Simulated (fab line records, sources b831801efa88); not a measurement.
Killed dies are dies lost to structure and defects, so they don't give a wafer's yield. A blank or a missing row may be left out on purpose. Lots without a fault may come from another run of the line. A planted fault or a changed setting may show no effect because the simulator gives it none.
A struck lot beside a sound one | flow sky130 | 15 steps out of a route of 708
Sound: wafers L368.3, L368.4, L368.5. Struck: wafers L380.3, L380.5, L380.6. The cause comes at the end.
At each step with rows: each side's tool, then ch and its chambers, then its first start. Under that, the readings that differ: sound wafers | struck wafers | difference of the means | sigmas: that difference in standard deviations of wafers without a fault.
alike: readings whose means differ by less than 2 such deviations, and words and numbers that are the same on both sides. not compared: withheld readings, readings that some wafer has no value for, bounds like >300 that may hide the same value, and numbers for which the record gives no deviation and whose values overlap.
The two part at a step that has a row with sigmas, a row that says differs or no value, or rows on one side only. Numbers that don't overlap but have no deviation are shown without sigmas and don't part them. A reading that every wafer of one side lacks parts them only if that side has two wafers or more.

SKY_POLY_GATE_THK_MEAS_21:
  sound on film_metro-01, day 18 16:24; struck on film_metro-03, day 22 21:29
  reading                      | sound          | struck         | difference | sigmas
  POLY_GATE_OXIDATION_THK (nm) | 4.17 4.11 4.09 | 3.91 3.96 3.94 | -0.19      | -3
SKY_POLY_GATE_CD_MEAS_22:
  sound on cd_sem-01, day 18 16:30; struck on cd_sem-02, day 22 21:35
  alike: cd_nm
then, 7 steps without rows for these wafers: SKY_LDD_N_DEHYDRATE_00 (time 60 s); SKY_LDD_N_HMDS_01 (prime time 60 s); SKY_LDD_N_COAT_02 (resist thk 300 nm); SKY_LDD_N_SOFTBAKE_03 (time 60 s); SKY_LDD_N_EXPOSE_04 (exposes mask NTM, target cd 840 nm); SKY_LDD_N_PEB_05; SKY_LDD_N_DEVELOP_06 (develop time 60 s).
SKY_LDD_N_OVL_MEAS_07:
  sound on overlay-02, day 19 23:41; struck on overlay-02, day 24 03:25
  alike: LDD_N_OVL
then, 2 steps without rows for these wafers: SKY_LDD_N_IMPLANT_08; SKY_LDD_N_IMPLANT_09.
SKY_LDD_N_IMPLANT_10:
  sound on implanter-03 ch 0, day 20 00:03; struck on implanter-03 ch 0, day 24 03:47
  reading                   | sound                | struck               | difference | sigmas
  beam_energy_keV           | 20.009 19.994 20.006 | 18.224 18.210 18.218 | -1.786     | -99 or more
  model.implant.rp_nm (nm)  | 15.36 15.36 15.36    | 14.45 14.45 14.45    | -0.91      |
  model.implant.drp_nm (nm) | 7.212 7.212 7.212    | 6.766 6.766 6.766    | -0.446     |
then, 1 step without rows for these wafers: SKY_LDD_N_IMPLANT_11.
-- the record jumps here: 26 days lie between the struck wafers' starts before and after (it left off in module LDD_N and takes up again in module PAD_OPEN, whose first step shown is number 708 of the route) --
SKY_PAD_OPEN_PROBE_99:
  sound on prober-01, day 47 08:46; struck on prober-02, day 49 21:23
  reading         | sound | struck | difference | sigmas
  killed_at_other | 0 0 0 | 2 2 0  | +1         | +2
  alike: killed_at_M0_to_M3, killed_at_M4_up, killed_at_contacts, killed_at_front_end, killed_dies, killed_open, killed_short

WHERE THEY PART
First at SKY_POLY_GATE_THK_MEAS_21; last, within this record, at SKY_PAD_OPEN_PROBE_99.

WHY: what the simulator had put in
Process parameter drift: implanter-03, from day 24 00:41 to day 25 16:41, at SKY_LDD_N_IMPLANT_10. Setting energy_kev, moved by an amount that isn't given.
